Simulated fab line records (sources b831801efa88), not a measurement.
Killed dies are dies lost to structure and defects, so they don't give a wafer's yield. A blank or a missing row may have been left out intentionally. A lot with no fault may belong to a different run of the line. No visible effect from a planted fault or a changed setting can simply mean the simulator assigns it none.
A struck lot beside a sound one | flow gf180mcu | 16 out of 602 route steps
Sound: wafers L612.3, L612.5, L612.6. Struck: wafer L618.2. (L618.3, L618.6 of the same lot were not struck and are left out.) The cause comes at the end.
At each step with rows: each side's tool, then ch and its chambers, then its first start. Under that, the readings that differ: sound wafers | struck wafers | difference of the means | sigmas: that difference in standard deviations of wafers without a fault.
alike: a reading whose means differ by less than 2 such deviations, as well as words and numbers matching on both sides. not compared: withheld readings; readings where some wafer has no value; bounds like >300 that might hide an equal value; numbers whose values overlap and for which the record gives no deviation.
The two part at a step that has a row with sigmas, a row that says differs or no value, or rows on one side only. Numbers that have no deviation but don't overlap get no sigmas and don't part them. Lack of a reading on every wafer of one side parts them only where that side has two or more wafers.

first, 4 steps without rows for these wafers: GF_M2_SOFTBAKE_10 (time 60 s); GF_M2_EXPOSE_11 (exposes mask Metal2, target cd 280 nm); GF_M2_PEB_12 (peb time 90 s); GF_M2_DEVELOP_13 (develop time 60 s).
GF_M2_CD_MEAS_14 targets a cd of 280 nm.
  sound on cd-sem-01, day 20 22:09; struck on cd-sem-01, day 23 04:58
  alike: cd-nm
GF_M2_OVL_MEAS_15:
  sound on overlay-02, day 20 22:14; struck on overlay-02, day 23 05:04
  reading     | sound | struck | difference | sigmas
  M2_OVL (nm) | 7 2 5 | -8     | -13        | -2
GF_M2_METAL_ETCH_16: etches the open film in Cl2/BCl3, stops on SiO2, target depth 750.8 nm, time 125.1 s.
  sound on rie-metal-04 ch 0,1, day 20 22:18; struck on rie-metal-01 ch 0, day 23 05:06
  reading                | sound | struck | difference                   | sigmas
  rf-hours-counter-h (h) | - - - | 12     | no value on the sound wafers |
  alike: drypump-motor-current-A, oes-product-au, throttle-valve-pct
GF_M2_STRIP_17: strips in O2/N2.
  sound on plasma-asher-04 ch 0,1, day 20 22:25; struck on plasma-asher-04 ch 0, day 23 05:14
  reading                     | sound       | struck | difference                   | sigmas
  drypump-motor-current-A (A) | 4.8 6.7 4.7 | 6.7    | +1.3                         | +3
  rf-hours-counter-h (h)      | - - -       | 44     | no value on the sound wafers |
  alike: heater-power-w, oes-product-au, strip-time-to-endpoint-s
then, 3 steps without rows for these wafers: GF_M2_STRIP_18 (strips in post etch residue remover, time 1200 s); GF_M2_CLEAN_19 (cleans in DIW); GF_V2_CVD_00 (deposits SiO2, target thk 600 nm, time 100 s).
GF_V2_THK_MEAS_01:
  sound on film-metro-01, day 20 23:01; struck on film-metro-01, day 23 05:52
  alike: V2_CVD_00_THK
GF_V2_CVD_02: deposits SiO2 from TEOS, target thk 850 nm, time 94.851 s.
  sound on pecvd-04 ch 0,2, day 20 23:04; struck on pecvd-01 ch 0, day 23 05:55
  reading                             | sound             | struck | difference | sigmas
  rf-fwd-power-W (W)                  | 595.4 595.9 592.5 | 692.6  | +98.0      | +49
  model.SiO2_of_V2_CVD_02.thk-nm (nm) | 847.4 860.7 865.9 | 883    | +25        |
  alike: heater-power-w
GF_V2_THK_MEAS_03:
  sound on film-metro-03, day 20 23:09; struck on film-metro-01, day 23 06:00
  reading            | sound       | struck | difference | sigmas
  V2_CVD_02_THK (nm) | 848 861 866 | 883    | +25        | +2
GF_V2_CMP_04: polishes SiO2.
  sound on cmp-01 ch 1,2,3, day 20 23:17; struck on cmp-02 ch 2, day 23 06:06
  alike: motor-current-A, time-to-endpoint-s
-- the record jumps here: 9 days lie between the struck wafers' starts before and after (it left off in module V2 and takes up again in module PASSIVATION, whose first step shown is number 602 of the route) --
GF_PASSIVATION_PROBE_99:
  only the struck wafers here have rows in the record (prober-01, day 32 02:14); the sound ones have none

== WHERE THEY PART ==
At GF_M2_OVL_MEAS_15 first; at GF_PASSIVATION_PROBE_99 last (within this record only).

WHY: what had been put in by the simulator
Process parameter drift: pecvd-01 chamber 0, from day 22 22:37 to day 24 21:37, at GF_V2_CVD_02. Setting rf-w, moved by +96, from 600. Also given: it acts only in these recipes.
